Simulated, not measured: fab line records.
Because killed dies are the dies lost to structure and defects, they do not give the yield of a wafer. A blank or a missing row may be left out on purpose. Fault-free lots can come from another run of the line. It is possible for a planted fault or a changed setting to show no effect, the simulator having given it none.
Which tool is to blame? + flow gf180mcu + Sampling: 11 lots, 32 wafers, 5 of 602 route steps

WHAT THE GAUGES READ, wafer by wafer
GF_M3_THK_MEAS_06: measures by xrf. Usual: for M3_ALCU_THK the level is 453 nm and the standard deviation is 4.8.
| lot  | measured     | on            | M3_ALCU_THK (nm) | flag |
|------|--------------|---------------|------------------|------|
| L958 | day 20 06:58 | film metro-03 | 458 452 454      |      |
| L959 | day 20 18:41 | film metro-04 | 456 455 453      |      |
| L966 | day 23 17:04 | film metro-04 | 454 456          |      |
| L971 | day 25 03:16 | film metro-04 | 453 454 447      |      |
| L972 | day 25 10:36 | film metro-04 | 453 449 457      |      |
| L973 | day 25 15:38 | film metro-04 | 446 450 445      |      |
| L977 | day 27 00:41 | film metro-04 | 447 443 453      |      |
| L978 | day 27 07:55 | film metro-03 | 450 451 453      |      |
| L979 | day 27 12:55 | film metro-03 | 451 451 449      |      |
| L980 | day 27 16:46 | film metro-03 | 459 459 459      |      |
| L981 | day 28 01:26 | film metro-03 | 450 447 448      |      |

GF_V3_BOW_MEAS_05. Usual: for V3_BOW the level is 117 um and the standard deviation is 9.2.
| lot  | measured     | on            | V3_BOW (um) | flag |
|------|--------------|---------------|-------------|------|
| L958 | day 21 07:56 | film metro-02 | 110 117 113 |      |
| L959 | day 21 19:54 | film metro-02 | 121 129 120 |      |
| L966 | day 24 17:16 | film metro-03 | 136 119     |      |
| L971 | day 26 01:38 | film metro-03 | 122 120 124 |      |
| L972 | day 26 08:24 | film metro-01 | 118 120 123 |      |
| L973 | day 26 14:14 | film metro-01 | 107 119 113 |      |
| L977 | day 27 21:31 | film metro-02 | 129 129 126 |      |
| L978 | day 28 04:41 | film metro-02 | 118 109 117 |      |
| L979 | day 28 09:37 | film metro-01 | 129 130 132 |      |
| L980 | day 28 14:13 | film metro-03 | 108 125 111 |      |
| L981 | day 28 21:50 | film metro-03 | 116 113 121 |      |

GF_V3_RS_MEAS_24: uses a four-point probe to measure. Usual: for V3_W_RS the level is 0.325 ohm/sq and the standard deviation is 0.0067.
| lot  | measured     | on            | V3_W_RS (ohm/sq)        | flag |
|------|--------------|---------------|-------------------------|------|
| L958 | day 22 09:01 | film metro-02 | 0.315 0.330 0.332       |      |
| L959 | day 22 20:55 | film metro-02 | 0.327 0.312 0.321       |      |
| L966 | day 25 16:27 | film metro-02 | 0.331 0.328 0.331 0.328 |      |
| L971 | day 26 23:28 | film metro-03 | 0.321 0.331 0.319       |      |
| L972 | day 27 06:29 | film metro-01 | 0.328 0.320 0.328       |      |
| L973 | day 27 11:13 | film metro-03 | 0.321 0.336 0.321       |      |
| L977 | day 28 18:04 | film metro-02 | 0.328 0.329 0.328       |      |
| L978 | day 29 00:30 | film metro-01 | 0.320 0.332 0.334       |      |
| L979 | day 29 06:23 | film metro-02 | 0.327 0.316 0.322       |      |
| L980 | day 29 10:14 | film metro-01 | 0.313 0.327 0.323       |      |
| L981 | day 29 18:17 | film metro-02 | 0.316 0.325 0.324       |      |

GF_M4_CD_MEAS_14 targets a cd of 280 nm. Usual: cd nm reads 279.7 nm (standard deviation 0.93).
| lot  | measured     | on        | cd nm (nm)        | flag |
|------|--------------|-----------|-------------------|------|
| L958 | day 23 08:19 | cd sem-01 | 279.9 280.9 281.7 |      |
| L959 | day 23 20:21 | cd sem-02 | 277.8 279.0 277.7 |      |
| L966 | day 26 13:23 | cd sem-01 | 279.8 279.3       |      |
| L971 | day 27 19:55 | cd sem-02 | 280.7 280.0 280.0 |      |
| L972 | day 28 03:04 | cd sem-02 | 279.2 278.7 278.5 |      |
| L973 | day 28 07:56 | cd sem-02 | 280.8 278.3 279.6 |      |
| L977 | day 29 13:47 | cd sem-01 | 279.1 277.9 278.5 |      |
| L978 | day 29 20:16 | cd sem-02 | 281.6 280.7 280.8 |      |
| L979 | day 30 01:43 | cd sem-02 | 280.3 280.8 281.3 |      |
| L980 | day 30 06:03 | cd sem-01 | 280.3 280.3 280.1 |      |
| L981 | day 30 13:20 | cd sem-02 | 280.8 279.4 280.1 |      |

WHICH TOOL RAN EACH LOT (tool, then ch and the chambers of the sampled wafers, then the start)
| lot  | GF_V3_SPUTTER_22             |
|------|------------------------------|
| L958 | pvd sputter-03, day 22 08:52 |
| L959 | pvd sputter-04, day 22 20:43 |
| L966 | pvd sputter-04, day 25 16:16 |
| L971 | pvd sputter-01, day 26 23:19 |
| L972 | pvd sputter-01, day 27 06:20 |
| L973 | pvd sputter-01, day 27 11:04 |
| L977 | pvd sputter-04, day 28 17:47 |
| L978 | pvd sputter-04, day 29 00:21 |
| L979 | pvd sputter-01, day 29 06:14 |
| L980 | pvd sputter-04, day 29 10:05 |
| L981 | pvd sputter-04, day 29 18:05 |
- GF_V3_SPUTTER_22: material TiN, target thk 10 nm, time 40 s.

WHAT THE TOOLS THEMSELVES READ (means of the sampled wafers that have a number; where no wafer has one, the mark that the record gives instead)
GF_V3_SPUTTER_22. Usual: throttle valve pct reads 29.8 % (standard deviation 1).
| lot  | tool           | throttle valve pct (%) | flag |
|------|----------------|------------------------|------|
| L958 | pvd sputter-03 | 29.8                   |      |
| L959 | pvd sputter-04 | 29.3                   |      |
| L966 | pvd sputter-04 | 29.1                   |      |
| L971 | pvd sputter-01 | 29.7                   |      |
| L972 | pvd sputter-01 | 29.8                   |      |
| L973 | pvd sputter-01 | 29.9                   |      |
| L977 | pvd sputter-04 | 29.4                   |      |
| L978 | pvd sputter-04 | 29.6                   |      |
| L979 | pvd sputter-01 | 29.7                   |      |
| L980 | pvd sputter-04 | 29.1                   |      |
| L981 | pvd sputter-04 | 29.6                   |      |

THE ANSWER, worked out from the rows above alone
Rule: a lot is off if the mean of its wafers that have a number lies more than 3 standard deviations from the usual mean. Also off: a lot with no number at a reading for which 4 or more lots have one. Where the step has rows for the other lots, those lots are counted as sound. First the gauges in route order, then the tools' own readings, where a lot's mean is used as printed above. At the first step where some lot is off, the reading lying furthest off is the one used; lots without a number count as furthest.
Across all readings shown, no lot is off: no conclusion can be drawn from this.

WHAT THE SIMULATOR HAD PUT IN
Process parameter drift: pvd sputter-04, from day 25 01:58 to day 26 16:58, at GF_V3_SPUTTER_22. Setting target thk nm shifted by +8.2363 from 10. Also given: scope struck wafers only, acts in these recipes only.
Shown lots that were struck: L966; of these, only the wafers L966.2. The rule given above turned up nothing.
